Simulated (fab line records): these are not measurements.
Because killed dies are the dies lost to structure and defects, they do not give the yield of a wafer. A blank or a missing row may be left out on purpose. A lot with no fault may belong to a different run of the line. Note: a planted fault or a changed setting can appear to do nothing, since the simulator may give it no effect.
fab line records + flow sky130
record:
- lots: 13
- wafers: 39
- last_day: 52
route steps=708 shown FIELD_ISO@3 DNWELL@44 VT_ADJUST_HVTR@140
lots that met no fault: from a run of the same line without faults
start_h: hours from the record's opening day to when the first of the lot's shown wafers began + wait_h: hours elapsed since this lot's preceding step + " as in the row above + L1.1+2: one row covering several wafers at once + - no value present, or no start provided + * or withheld: withheld + < > ~ a bound
route shown NAME@n: NAME is a module with steps in the file, n the number in the route of the first one + usual: mean/standard deviation of fault-free wafers + same: alike in all rows + chamber/n: place in a boat + sites: per-site readings + _std_site: standard deviation across them + _edge_site: outer sites' mean less inner sites' + radius_mm: for every site, how far away it sits from the centre of the wafer + mask NAME#n: copy n + behind: tool/chamber where the wafer was last shaped + hold: reason for holding the lot/hours on hold/outcome of the hold + device: the n, p or np transistor that did not switch + end of line: tests of these same wafers at the route's end + a step without rows: its recipe alone + killed: not the wafer's yield, but the dies lost to structure and defects at the first sort + map: dies across one wafer; x = killed, . = not, _ = none there
set.NAME: the setting as run; set.NAME@STEP: as run at that earlier step + model.NAME: the simulator's own value behind a step, which no gauge read
steps of the route over a sample of lots; a table a step, a row a wafer
services: when a tool's chamber went out of use (start_h, in hours from the record's first day, below 0 if earlier), for how many hours, and the reason
== steps ==
step: SKY_FIELD_ISO_THK_MEAS_02
recipe:
- reads: SiO2_of_FIELD_ISO_OXIDATION_01
usual:
- FIELD_ISO_OXIDATION_00_THK: 12.02/0.2
| lot.wafer | tool          | chamber | start_h | wait_h | FIELD_ISO_OXIDATION_00_THK[nm] |
|-----------|---------------|---------|---------|--------|--------------------------------|
| L323.1    | film_metro-01 | -       | 12.28   | 0.0    | 11.95                          |
| L323.2    | "             | -       | "       | "      | 11.87                          |
| L323.3    | "             | -       | "       | "      | 11.87                          |
| L324.1    | film_metro-04 | -       | 16.82   | 0.0    | 12.34                          |
| L324.3    | "             | -       | "       | "      | 12.23                          |
| L324.6    | "             | -       | "       | "      | 12.11                          |
| L328.1    | film_metro-04 | -       | 37.51   | 0.0    | 12.17                          |
| L328.4    | "             | -       | "       | "      | 12.19                          |
| L328.5    | "             | -       | "       | "      | 12.02                          |
| L329.1    | film_metro-03 | -       | 41.98   | 0.0    | 12.26                          |
| L329.2    | "             | -       | "       | "      | 12.11                          |
| L329.6    | "             | -       | "       | "      | 11.86                          |
| L332.2    | film_metro-03 | -       | 57.14   | 0.0    | 11.99                          |
| L332.4    | "             | -       | "       | "      | 12.18                          |
| L332.5    | "             | -       | "       | "      | 11.89                          |
| L333.1    | film_metro-03 | -       | 62.90   | 0.0    | 12.34                          |
| L333.3    | "             | -       | "       | "      | 12.39                          |
| L333.6    | "             | -       | "       | "      | 12.52                          |
| L335.2    | film_metro-01 | -       | 73.65   | 0.0    | 11.92                          |
| L335.4    | "             | -       | "       | "      | 12.11                          |
| L335.5    | "             | -       | "       | "      | 12.24                          |
| L336.1    | film_metro-01 | -       | 77.03   | 0.0    | 11.95                          |
| L336.3    | "             | -       | "       | "      | 11.82                          |
| L336.4    | "             | -       | "       | "      | 12.04                          |
| L337.1    | film_metro-01 | -       | 82.25   | 0.0    | 12.11                          |
| L337.4    | "             | -       | "       | "      | 12.18                          |
| L337.6    | "             | -       | "       | "      | 11.96                          |
| L338.1    | film_metro-03 | -       | 87.07   | 0.0    | 11.97                          |
| L338.2    | "             | -       | "       | "      | 11.76                          |
| L338.5    | "             | -       | "       | "      | 11.89                          |
| L341.2    | film_metro-04 | -       | 103.11  | 0.0    | 12.44                          |
| L341.4    | "             | -       | "       | "      | 12.31                          |
| L341.6    | "             | -       | "       | "      | 12.19                          |
| L342.2    | film_metro-03 | -       | 107.29  | 0.0    | 11.52                          |
| L342.4    | "             | -       | "       | "      | 11.88                          |
| L342.6    | "             | -       | "       | "      | 11.84                          |
| L346.2    | film_metro-04 | -       | 126.64  | 0.0    | 11.80                          |
| L346.3    | "             | -       | "       | "      | 12.17                          |
| L346.5    | "             | -       | "       | "      | 12.15                          |
step: SKY_FIELD_ISO_THK_MEAS_25
recipe:
- reads: SiO2_of_FIELD_ISO_CVD_24
usual:
- FIELD_ISO_CVD_24_THK: 594/6.6
| lot.wafer | tool          | chamber | start_h | wait_h | FIELD_ISO_CVD_24_THK[nm] |
|-----------|---------------|---------|---------|--------|--------------------------|
| L323.1    | film_metro-04 | -       | 30.55   | 0.0    | 591                      |
| L323.2    | "             | -       | "       | "      | 587                      |
| L323.3    | "             | -       | "       | "      | 583                      |
| L324.1    | film_metro-03 | -       | 36.13   | 0.0    | 588                      |
| L324.3    | "             | -       | "       | "      | 597                      |
| L324.6    | "             | -       | "       | "      | 599                      |
| L328.1    | film_metro-01 | -       | 59.82   | 0.0    | 600                      |
| L328.4    | "             | -       | "       | "      | 600                      |
| L328.5    | "             | -       | "       | "      | 599                      |
| L329.1    | film_metro-01 | -       | 62.82   | 0.0    | 600                      |
| L329.2    | "             | -       | "       | "      | 594                      |
| L329.6    | "             | -       | "       | "      | 592                      |
| L332.2    | film_metro-04 | -       | 77.99   | 0.0    | 583                      |
| L332.4    | "             | -       | "       | "      | 589                      |
| L332.5    | "             | -       | "       | "      | 587                      |
| L333.1    | film_metro-04 | -       | 84.00   | 0.0    | 602                      |
| L333.3    | "             | -       | "       | "      | 593                      |
| L333.6    | "             | -       | "       | "      | 592                      |
| L335.2    | film_metro-03 | -       | 94.03   | 0.0    | 591                      |
| L335.4    | "             | -       | "       | "      | 592                      |
| L335.5    | "             | -       | "       | "      | 587                      |
| L336.1    | film_metro-01 | -       | 99.24   | 0.0    | 594                      |
| L336.3    | "             | -       | "       | "      | 598                      |
| L336.4    | "             | -       | "       | "      | 597                      |
| L337.1    | film_metro-04 | -       | 104.51  | 0.0    | 603                      |
| L337.4    | "             | -       | "       | "      | 605                      |
| L337.6    | "             | -       | "       | "      | 604                      |
| L338.1    | film_metro-03 | -       | 110.12  | 0.0    | 597                      |
| L338.2    | "             | -       | "       | "      | 596                      |
| L338.5    | "             | -       | "       | "      | 593                      |
| L342.2    | film_metro-01 | -       | 210.93  | 0.3    | 592                      |
| L342.4    | "             | -       | "       | "      | 583                      |
| L342.6    | "             | -       | "       | "      | 587                      |
| L341.2    | film_metro-03 | -       | 210.99  | 0.3    | 591                      |
| L341.4    | "             | -       | "       | "      | 591                      |
| L341.6    | "             | -       | "       | "      | 589                      |
| L346.2    | film_metro-01 | -       | 211.05  | 0.2    | 591                      |
| L346.3    | "             | -       | "       | "      | 592                      |
| L346.5    | "             | -       | "       | "      | 592                      |
step: SKY_DNWELL_TW_MEAS_09
usual:
- DNWELL_TW: 1110/11
| lot.wafer | tool          | chamber | start_h | wait_h | DNWELL_TW |
|-----------|---------------|---------|---------|--------|-----------|
| L323.1    | film_metro-02 | -       | 51.61   | 0.1    | 1113      |
| L323.2    | "             | -       | "       | "      | 1111      |
| L323.3    | "             | -       | "       | "      | 1118      |
| L324.1    | film_metro-01 | -       | 56.84   | 0.1    | 1102      |
| L324.3    | "             | -       | "       | "      | 1099      |
| L324.6    | "             | -       | "       | "      | 1095      |
| L328.1    | film_metro-03 | -       | 80.66   | 0.1    | 1138      |
| L328.4    | "             | -       | "       | "      | 1127      |
| L328.5    | "             | -       | "       | "      | 1133      |
| L329.1    | film_metro-02 | -       | 85.06   | 0.1    | 1110      |
| L329.2    | "             | -       | "       | "      | 1108      |
| L329.6    | "             | -       | "       | "      | 1105      |
| L332.2    | film_metro-01 | -       | 100.95  | 0.1    | 1100      |
| L332.4    | "             | -       | "       | "      | 1103      |
| L332.5    | "             | -       | "       | "      | 1101      |
| L333.1    | film_metro-02 | -       | 105.41  | 0.1    | 1109      |
| L333.3    | "             | -       | "       | "      | 1100      |
| L333.6    | "             | -       | "       | "      | 1107      |
| L335.2    | film_metro-01 | -       | 114.77  | 0.1    | 1107      |
| L335.4    | "             | -       | "       | "      | 1108      |
| L335.5    | "             | -       | "       | "      | 1106      |
| L336.1    | film_metro-01 | -       | 122.01  | 0.1    | 1104      |
| L336.3    | "             | -       | "       | "      | 1097      |
| L336.4    | "             | -       | "       | "      | 1099      |
| L337.1    | film_metro-01 | -       | 125.46  | 0.1    | 1108      |
| L337.4    | "             | -       | "       | "      | 1105      |
| L337.6    | "             | -       | "       | "      | 1106      |
| L338.1    | film_metro-03 | -       | 130.31  | 0.1    | 1129      |
| L338.2    | "             | -       | "       | "      | 1124      |
| L338.5    | "             | -       | "       | "      | 1129      |
| L341.2    | film_metro-02 | -       | 247.07  | 0.1    | 1103      |
| L341.4    | "             | -       | "       | "      | 1104      |
| L341.6    | "             | -       | "       | "      | 1105      |
| L342.2    | film_metro-01 | -       | 247.15  | 0.1    | 1099      |
| L342.4    | "             | -       | "       | "      | 1096      |
| L342.6    | "             | -       | "       | "      | 1097      |
| L346.2    | film_metro-01 | -       | 247.80  | 0.1    | 1101      |
| L346.3    | "             | -       | "       | "      | 1110      |
| L346.5    | "             | -       | "       | "      | 1106      |
step: SKY_VT_ADJUST_HVTR_IMPLANT_09
recipe:
- species: B
- energy_kev: 10
- dose_cm2: 2.1e+12
- tilt_deg: withheld
usual:
- dose_ions_cm2: 2.0996e+12/2.5e+09
- faraday_current_uA: 11.84/0.25
| lot.wafer | tool         | chamber | start_h | wait_h | dose_ions_cm2 | faraday_current_uA |
|-----------|--------------|---------|---------|--------|---------------|--------------------|
| L323.1    | implanter-01 | 0       | 174.39  | 0.0    | 2.0984e+12    | 12.26              |
| L323.2    | "            | 0       | "       | "      | 2.0999e+12    | 11.81              |
| L323.3    | "            | 0       | "       | "      | 2.0986e+12    | 11.57              |
| L324.1    | implanter-02 | 0       | 176.94  | 0.0    | 2.1007e+12    | 11.91              |
| L324.3    | "            | 0       | "       | "      | 2.1003e+12    | 11.60              |
| L324.6    | "            | 0       | "       | "      | 2.0981e+12    | 11.44              |
| L328.1    | implanter-01 | 0       | 190.32  | 0.0    | 2.0965e+12    | 11.17              |
| L328.4    | "            | 0       | "       | "      | 2.0952e+12    | 12.06              |
| L328.5    | "            | 0       | "       | "      | 2.0968e+12    | 12.09              |
| L329.1    | implanter-04 | 0       | 200.84  | 0.0    | 2.1021e+12    | 11.68              |
| L329.2    | "            | 0       | "       | "      | 2.1e+12       | 11.81              |
| L329.6    | "            | 0       | "       | "      | 2.0974e+12    | 11.48              |
| L332.2    | implanter-02 | 0       | 217.47  | 0.0    | 2.1002e+12    | 11.93              |
| L332.4    | "            | 0       | "       | "      | 2.1013e+12    | 11.66              |
| L332.5    | "            | 0       | "       | "      | 2.1009e+12    | 11.79              |
| L333.1    | implanter-02 | 0       | 219.00  | 0.0    | 2.0996e+12    | 11.58              |
| L333.3    | "            | 0       | "       | "      | 2.1016e+12    | 11.88              |
| L333.6    | "            | 0       | "       | "      | 2.1025e+12    | 12.12              |
| L335.2    | implanter-01 | 0       | 230.37  | 0.0    | 2.1032e+12    | 11.98              |
| L335.4    | "            | 0       | "       | "      | 2.0993e+12    | 11.74              |
| L335.5    | "            | 0       | "       | "      | 2.0983e+12    | 11.98              |
| L336.1    | implanter-01 | 0       | 234.96  | 0.2    | 2.9008e+12    | 16.21              |
| L336.3    | "            | 0       | "       | "      | 2.9067e+12    | 17.01              |
| L336.4    | "            | 0       | "       | "      | 2.9046e+12    | 15.98              |
| L337.1    | implanter-04 | 0       | 239.14  | 0.0    | 2.0959e+12    | 11.66              |
| L337.4    | "            | 0       | "       | "      | 2.0972e+12    | 12.17              |
| L337.6    | "            | 0       | "       | "      | 2.0997e+12    | 11.86              |
| L338.1    | implanter-01 | 0       | 246.59  | 0.0    | 2.9046e+12    | 16.59              |
| L338.2    | "            | 0       | "       | "      | 2.9058e+12    | 16.75              |
| L338.5    | "            | 0       | "       | "      | 2.9052e+12    | 15.76              |
| L341.2    | implanter-01 | 0       | 459.97  | 0.0    | 2.0971e+12    | 11.71              |
| L341.4    | "            | 0       | "       | "      | 2.1001e+12    | 11.55              |
| L341.6    | "            | 0       | "       | "      | 2.0996e+12    | 12.11              |
| L342.2    | implanter-04 | 0       | 460.12  | 0.0    | 2.0972e+12    | 11.60              |
| L342.4    | "            | 0       | "       | "      | 2.0962e+12    | 12.10              |
| L342.6    | "            | 0       | "       | "      | 2.0961e+12    | 11.90              |
| L346.2    | implanter-01 | 0       | 460.64  | 0.0    | 2.1026e+12    | 11.67              |
| L346.3    | "            | 0       | "       | "      | 2.1028e+12    | 11.88              |
| L346.5    | "            | 0       | "       | "      | 2.1031e+12    | 11.65              |
step: SKY_VT_ADJUST_HVTR_TW_MEAS_11
usual:
- VT_ADJUST_HVTR_TW: 210.2/2.1
| lot.wafer | tool          | chamber | start_h | wait_h | hold                     | VT_ADJUST_HVTR_TW |
|-----------|---------------|---------|---------|--------|--------------------------|-------------------|
| L323.1    | film_metro-03 | -       | 174.64  | 0.1    | -                        | 212.2             |
| L323.2    | "             | -       | "       | "      | -                        | 212.9             |
| L323.3    | "             | -       | "       | "      | -                        | 213.2             |
| L324.1    | film_metro-03 | -       | 177.19  | 0.1    | -                        | 213.3             |
| L324.3    | "             | -       | "       | "      | -                        | 212.4             |
| L324.6    | "             | -       | "       | "      | -                        | 213.4             |
| L328.1    | film_metro-01 | -       | 190.57  | 0.1    | -                        | 209.5             |
| L328.4    | "             | -       | "       | "      | -                        | 208.8             |
| L328.5    | "             | -       | "       | "      | -                        | 209.1             |
| L329.1    | film_metro-03 | -       | 201.09  | 0.1    | -                        | 214.9             |
| L329.2    | "             | -       | "       | "      | -                        | 213.9             |
| L329.6    | "             | -       | "       | "      | -                        | 214.3             |
| L332.2    | film_metro-02 | -       | 217.71  | 0.1    | -                        | 208.9             |
| L332.4    | "             | -       | "       | "      | -                        | 209.0             |
| L332.5    | "             | -       | "       | "      | -                        | 208.3             |
| L333.1    | film_metro-01 | -       | 219.25  | 0.1    | -                        | 208.8             |
| L333.3    | "             | -       | "       | "      | -                        | 210.3             |
| L333.6    | "             | -       | "       | "      | -                        | 209.2             |
| L335.2    | film_metro-02 | -       | 230.61  | 0.1    | -                        | 208.4             |
| L335.4    | "             | -       | "       | "      | -                        | 207.2             |
| L335.5    | "             | -       | "       | "      | -                        | 208.7             |
| L336.1    | film_metro-02 | -       | 235.21  | 0.1    | await_dispo/0.2h/release | 229.2             |
| L336.3    | "             | -       | "       | "      | await_dispo/0.2h/release | 229.1             |
| L336.4    | "             | -       | "       | "      | await_dispo/0.2h/release | 228.1             |
| L336.1    | film_metro-02 | -       | 235.44  | 0.2    | -                        | 229.1             |
| L336.3    | "             | -       | "       | "      | -                        | 228.6             |
| L336.4    | "             | -       | "       | "      | -                        | 228.8             |
| L337.1    | film_metro-02 | -       | 239.39  | 0.1    | -                        | 208.6             |
| L337.4    | "             | -       | "       | "      | -                        | 209.2             |
| L337.6    | "             | -       | "       | "      | -                        | 208.5             |
| L338.1    | film_metro-02 | -       | 246.84  | 0.1    | await_dispo/0.2h/release | 230.6             |
| L338.2    | "             | -       | "       | "      | await_dispo/0.2h/release | 232.4             |
| L338.5    | "             | -       | "       | "      | await_dispo/0.2h/release | 231.6             |
| L338.1    | film_metro-02 | -       | 247.12  | 0.3    | -                        | 231.0             |
| L338.2    | "             | -       | "       | "      | -                        | 230.3             |
| L338.5    | "             | -       | "       | "      | -                        | 230.2             |
| L341.2    | film_metro-03 | -       | 460.20  | 0.1    | -                        | 212.4             |
| L341.4    | "             | -       | "       | "      | -                        | 212.0             |
| L341.6    | "             | -       | "       | "      | -                        | 212.3             |
| L342.2    | film_metro-02 | -       | 460.35  | 0.1    | -                        | 210.8             |
| L342.4    | "             | -       | "       | "      | -                        | 210.4             |
| L342.6    | "             | -       | "       | "      | -                        | 210.8             |
| L346.2    | film_metro-02 | -       | 460.88  | 0.1    | -                        | 210.7             |
| L346.3    | "             | -       | "       | "      | -                        | 210.2             |
| L346.5    | "             | -       | "       | "      | -                        | 209.7             |
== services ==
| tool         | chamber | start_h | hours | kind   |
|--------------|---------|---------|-------|--------|
| implanter-02 | -       | 154.16  | 14.1  | pm     |
| implanter-02 | -       | 225.19  | 5.8   | repair |
| implanter-02 | -       | 240.19  | 3.1   | repair |
| implanter-01 | -       | 251.56  | 28.1  | repair |
| implanter-04 | -       | 271.72  | 43.5  | repair |
| implanter-01 | -       | 284.88  | 5.4   | pm     |
| implanter-04 | -       | 319.39  | 18.0  | pm     |
| implanter-04 | -       | 350.41  | 1.7   | repair |
| implanter-02 | -       | 379.00  | 3.0   | repair |
| implanter-04 | -       | 427.77  | 4.9   | pm     |
| implanter-04 | -       | 433.36  | 6.3   | repair |
| implanter-02 | -       | 434.62  | 3.8   | repair |
== key ==
first_sign:
- step: SKY_VT_ADJUST_HVTR_IMPLANT_09
- reading: dose_ions_cm2
- direction: up
- sigmas: 99+
- usual: *
- struck: *
effect:
- step: SKY_VT_ADJUST_HVTR_IMPLANT_09
- reading: faraday_current_uA
- direction: up
- sigmas: 19
- usual: 11.84
- struck: 16.38
effect:
- step: SKY_VT_ADJUST_HVTR_TW_MEAS_11
- reading: visit
- direction: added
effect:
- step: SKY_VT_ADJUST_HVTR_TW_MEAS_11
- reading: VT_ADJUST_HVTR_TW
- direction: up
- sigmas: 9.6
- usual: 210.2
- struck: 230.1
met_at SKY_VT_ADJUST_HVTR_IMPLANT_09
struck_lots L336,L338
tester_left_out L336,L338
not_acting_at SKY_FIELD_ISO_THK_MEAS_02,SKY_FIELD_ISO_THK_MEAS_25,SKY_DNWELL_TW_MEAS_09
onset_between 230.37 234.96
fault:
- kind: process_parameter_drift
- tool: implanter-01
- chamber: -
- onset_h: 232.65
- steps: SKY_VT_ADJUST_HVTR_IMPLANT_09
- channel: dose_cm2
- offset: *
- shape: step
- end_h: 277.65
- acts_in: *
- stated: *
tester_left_out: of these lots the tester's yield and bins aren't shown, on N5 and GAA mostly nor the transistor test; their killed dies are dies lost to structure and defects alone, not to doping, threshold or leakage, so they don't give the yield
